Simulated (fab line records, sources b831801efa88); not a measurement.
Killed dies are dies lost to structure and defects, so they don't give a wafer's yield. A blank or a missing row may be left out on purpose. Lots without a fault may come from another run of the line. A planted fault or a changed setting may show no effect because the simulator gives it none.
A struck lot beside a sound one | flow sky130 | 43 steps out of a route of 708
Sound: wafers L260.2, L260.5, L260.6. Struck: wafer L251.2. (L251.4, L251.5 of the same lot were not struck and are left out.) The cause comes at the end.
At each step with rows: each side's tool, then ch and its chambers, then its first start. Under that, the readings that differ: sound wafers | struck wafers | difference of the means | sigmas: that difference in standard deviations of wafers without a fault.
alike: readings whose means differ by less than 2 such deviations, and words and numbers that are the same on both sides. not compared: withheld readings, readings that some wafer has no value for, bounds like >300 that may hide the same value, and numbers for which the record gives no deviation and whose values overlap.
The two part at a step that has a row with sigmas, a row that says differs or no value, or rows on one side only. Numbers that don't overlap but have no deviation are shown without sigmas and don't part them. A reading that every wafer of one side lacks parts them only if that side has two wafers or more.

first, 7 steps without rows for these wafers: SKY_METAL2_HMDS_08 (prime time 60 s); SKY_METAL2_COAT_09 (resist thk 60 nm); SKY_METAL2_COAT_10 (resist thk 450 nm); SKY_METAL2_SOFTBAKE_11 (time 90 s); SKY_METAL2_EXPOSE_12 (exposes mask MM2, target cd 140 nm); SKY_METAL2_PEB_13; SKY_METAL2_DEVELOP_14 (develop time 60 s).
SKY_METAL2_CD_MEAS_15: target cd 140 nm.
  sound on cd_sem-02, day 41 11:54; struck on cd_sem-02, day 38 06:50
  reading    | sound             | struck | difference | sigmas
  cd_nm (nm) | 141.7 140.9 142.2 | 136.8  | -4.8       | -3
SKY_METAL2_OVL_MEAS_16:
  sound on overlay-02, day 41 12:01; struck on overlay-02, day 38 06:56
  alike: METAL2_OVL
then, 1 step without rows for these wafers: SKY_METAL2_DESCUM_17 (chemistry O2, time 8 s).
SKY_METAL2_ETCH_18: etches BARC in N2/H2, stops on SiO2, time 45.9 s, target depth 60 nm.
  sound on rie_metal-01 ch 0,1, day 41 12:04; struck on rie_metal-02 ch 0, day 38 07:00
  alike: drypump_motor_current_A, oes_product_au, throttle_valve_pct
  not compared: rf_hours_counter_h
SKY_METAL2_METAL_ETCH_19: etches the open film in Cl2/BCl3, stops on SiO2, target depth 360 nm, time 78 s.
  sound on rie_metal-01 ch 0,1, day 41 12:08; struck on rie_metal-02 ch 0, day 38 07:04
  alike: drypump_motor_current_A, oes_product_au, throttle_valve_pct
  not compared: rf_hours_counter_h
SKY_METAL2_STRIP_20: strips in O2/N2.
  sound on plasma_asher-04 ch 0,1, day 41 12:13; struck on plasma_asher-03 ch 1, day 38 07:09
  reading               | sound             | struck | difference | sigmas
  oes_product_au (a.u.) | 0.349 0.350 0.350 | 0.338  | -0.012     | -2
  alike: drypump_motor_current_A, strip_time_to_endpoint_s
  not compared: rf_hours_counter_h
then, 4 steps without rows for these wafers: SKY_METAL2_STRIP_21 (strips in post etch residue remover, time 1200 s); SKY_METAL2_CLEAN_22 (cleans in IPA, time 180 s); SKY_METAL2_CLEAN_23 (cleans in O3/DIW); SKY_VIA2_HDPCVD_00 (deposits SiO2, target thk 1180 nm, time 189.6 s).
SKY_VIA2_THK_MEAS_01:
  sound on film_metro-02, day 41 13:23; struck on film_metro-04, day 38 07:53
  alike: VIA2_HDPCVD_THK
then, 1 step without rows for these wafers: SKY_VIA2_CMP_02 (polishes SiO2).
SKY_VIA2_BOW_MEAS_03:
  sound on film_metro-04, day 41 13:45; struck on film_metro-01, day 38 08:16
  alike: VIA2_BOW
then, 8 steps without rows for these wafers: SKY_VIA2_DEHYDRATE_04 (time 60 s); SKY_VIA2_HMDS_05 (prime time 60 s); SKY_VIA2_COAT_06 (resist thk 60 nm); SKY_VIA2_COAT_07 (resist thk 450 nm); SKY_VIA2_SOFTBAKE_08 (time 90 s); SKY_VIA2_EXPOSE_09 (exposes mask VIM2, target cd 200 nm); SKY_VIA2_PEB_10; SKY_VIA2_DEVELOP_11 (develop time 60 s).
SKY_VIA2_CD_MEAS_12: target cd 200 nm.
  sound on cd_sem-02, day 42 13:17; struck on cd_sem-01, day 39 09:51
  alike: cd_nm
SKY_VIA2_OVL_MEAS_13:
  sound on overlay-02, day 42 13:23; struck on overlay-01, day 39 09:58
  reading       | sound  | struck | difference | sigmas
  VIA2_OVL (nm) | 8 12 6 | -4     | -13        | -2
then, 1 step without rows for these wafers: SKY_VIA2_ETCH_14 (etches BARC in N2/H2, stops on SiO2, time 45.9 s, target depth 60 nm).
SKY_VIA2_ETCH_15: etches SiO2 in C4F8/O2/Ar, stops on TiN, target depth 546 nm, time 84 s.
  sound on rie_diel-01 ch 0,3, day 42 13:28; struck on rie_diel-04 ch 1, day 39 10:02
  alike: oes_product_au
  not compared: rf_hours_counter_h
SKY_VIA2_STRIP_16: strips in O2/N2.
  sound on plasma_asher-02 ch 0,1, day 42 13:32; struck on plasma_asher-01 ch 0, day 39 10:05
  alike: drypump_motor_current_A, oes_product_au, strip_time_to_endpoint_s
  not compared: rf_hours_counter_h
then, 4 steps without rows for these wafers: SKY_VIA2_STRIP_17 (strips in post etch residue remover, time 1200 s); SKY_VIA2_CLEAN_18 (cleans in IPA, time 180 s); SKY_VIA2_CLEAN_19 (cleans in O3/DIW); SKY_VIA2_SPUTTER_20 (material TiN, target thk 20 nm, time 80 s).
SKY_VIA2_CVD_21: deposits W, target thk 420 nm, time 126.4 s.
  sound on cvd_w-02 ch 0,1, day 42 14:14; struck on cvd_w-02 ch 1, day 39 10:45
  alike: heater_power_w
  not compared: since_wet_clean_h
SKY_VIA2_RS_MEAS_22: measures by four-point-probe.
  sound on film_metro-04, day 42 14:23; struck on film_metro-04, day 39 10:54
  alike: VIA2_W_RS
SKY_VIA2_THK_MEAS_23: measures by xrf.
  sound on film_metro-04, day 42 14:29; struck on film_metro-04, day 39 11:01
  alike: VIA2_W_THK
then, 2 steps without rows for these wafers: SKY_VIA2_CMP_24 (polishes, stops on SiO2, t overpolish 20 s, target thk 0 nm); SKY_METAL3_SPUTTER_00 (material Ti, target thk 15 nm, time 10 s).
-- the record jumps here: 9 days lie between the struck wafers' starts before and after (it left off in module METAL3 and takes up again in module PAD_OPEN, whose first step shown is number 708 of the route) --
SKY_PAD_OPEN_PROBE_99:
  sound on prober-02, day 50 12:59; struck on prober-01, day 48 06:56
  reading                               | sound              | struck | difference | sigmas
  defect_limited_yield (%)              | 83.9 82.9 82.3     | 75.2   | -7.8       | -5
  killed_at_M0_to_M3                    | 41 42 52           | 92     | +47        | +7
  killed_dies                           | 79 84 87           | 122    | +39        | +4
  killed_on_rim                         | 13 16 17           | 28     | +13        | +4
  sort_bin_3_pad_short (%)              | 0.8 1.4 0.4        | 4.7    | +3.8       | +10
  sort_n_pass                           | 413 408 405        | 370    | -39        | -4
  sort_yield_pct (%)                    | 83.9 82.9 82.3     | 75.2   | -7.8       | -5
  model.etest.tester.sort_n_pass        | 413 408 405        | 370    | -39        |
  model.etest.tester.sort_yield_pct (%) | 83.94 82.93 82.32  | 75.2   | -7.9       |
  model.etest.tester.sort_bin_5_pct (%) | 10.77 10.16 11.99  | 13.62  | +2.65      |
  model.etest.tester.sort_bin_3_pct (%) | 0.813 1.423 0.4065 | 4.675  | +3.794     |
  alike: killed_at_M4_up, killed_at_contacts, killed_at_front_end, killed_at_other, killed_open, killed_short, sort_bin_5_function, sort_bin_6_memory

WHERE THEY PART
First at SKY_METAL2_CD_MEAS_15; last, within this record, at SKY_PAD_OPEN_PROBE_99.

WHY: what the simulator had put in
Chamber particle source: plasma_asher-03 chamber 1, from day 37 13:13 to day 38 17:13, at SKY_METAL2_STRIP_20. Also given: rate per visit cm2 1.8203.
